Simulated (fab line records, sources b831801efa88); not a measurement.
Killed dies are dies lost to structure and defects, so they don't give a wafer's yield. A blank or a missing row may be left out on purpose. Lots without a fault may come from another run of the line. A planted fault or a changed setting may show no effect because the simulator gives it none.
Problem report in the 8D (eight disciplines) form, filled by code | flow gf180mcu | the parts of the form that need people (team, actions taken, sign-off) are left out

1. THE PROBLEM
oes_product_au at GF_CONTACT_STRIP_18 reads a mean of 0.604 a.u. on 1 wafer of 1 lot; wafers without a fault read 0.580 a.u. with a standard deviation of 0.0046. That is +5.2 standard deviations from the usual mean.
The step: strips in O2/N2.
First seen on wafer L418.6, day 20 19:20, on plasma_asher-02. The record holds 39 wafers of 13 lots with a number at this step. Rule for "out", or "out of limits": more than 4 standard deviations from the usual mean. The other wafers with a number count as sound.

2. WHAT IT IS AND WHAT IT IS NOT
question                    | is                | is not
which readings at this step | oes_product_au    | drypump_motor_current_A, heater_power_w, platen_temp_c
which lots                  | L418              | L406, L407, L408, L419, L420, L421, L424, L425, L426, L427, L428, L429
which wafers of those lots  | L418.6            | L418.1, L418.3
read on which tools         | plasma_asher-02   | plasma_asher-01, plasma_asher-03
when                        | from day 20 19:20 | up to then (11 sound wafers); but 27 sound wafers of L419, L420, L421, L424, L425, L426, L427, L428, L429 came after

3. SUSPECTS, AND WHAT RULES EACH OUT
Counting: a tool at a process step up to the reading stays a suspect if it ran every lot that is out. Sound lots after the first of them don't rule it out here, since some wafers of a struck lot are sound.
- rie_diel-01 at GF_CONTACT_ETCH_17 (etches SiO2 in C4F8/O2/Ar, stops on CoSi2, target depth 860 nm): kept. It ran the lot that is out, L418 (day 20 19:00); its last sound lot up to then is L406 (day 16 02:00).
- plasma_asher-02 at GF_CONTACT_STRIP_18 (strips in O2/N2): kept. It ran the lot that is out, L418 (day 20 19:20); its last sound lot up to then is L408 (day 16 20:25). Its own readings are out on those wafers: oes_product_au.
- Within rie_diel-01 at GF_CONTACT_ETCH_17: the wafers that are out ran in chamber 0; their sound lot-mates ran in chambers 2, 3.
- Within plasma_asher-02 at GF_CONTACT_STRIP_18: the wafers that are out ran in chamber 0; their sound lot-mates ran in chamber 1.
Left after counting: rie_diel-01 at GF_CONTACT_ETCH_17, plasma_asher-02 at GF_CONTACT_STRIP_18.

4. THE CAUSE (what the simulator had put in)
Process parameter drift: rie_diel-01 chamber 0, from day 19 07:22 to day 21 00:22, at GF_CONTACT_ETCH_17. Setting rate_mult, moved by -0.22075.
Counting left 2 suspects, and this tool is among them.

5. THE CHAIN OF EFFECTS, in route order
Each row: a reading whose mean over the struck wafers that have a number lies more than 3 standard deviations from the usual. Only readings for which the record gives a usual standard deviation are gone through. hours: the time from each lot's start at the first step in this table that gives one to its start at this step, as a median over the lots. sigmas: the change in usual standard deviations.
hours | step                | reading        | usual      | on struck wafers | change | sigmas
0     | GF_CONTACT_STRIP_18 | oes_product_au | 0.580 a.u. | 0.604            | +0.024 | +5.2
The process steps in it:
- GF_CONTACT_STRIP_18: strips in O2/N2.
Later measuring or inspecting steps at which every struck wafer that the step has a row for has a number for every such reading, and none has moved that far: GF_M1_OVL_MEAS_15.

6. WHAT WOULD HAVE CAUGHT IT SOONER
In this record the first reading out of limits was taken at day 20 19:20, 36 hours after the fault began at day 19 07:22.
Of the tool readings at GF_CONTACT_ETCH_17 for which the record gives a usual standard deviation, none was out on any struck wafer, so an alarm limit of 4 standard deviations on them would not have fired.
All the lots that are out (1) had begun GF_CONTACT_ETCH_17 on rie_diel-01 by day 20 19:20. A hold on the tool at that time would have spared none of them.
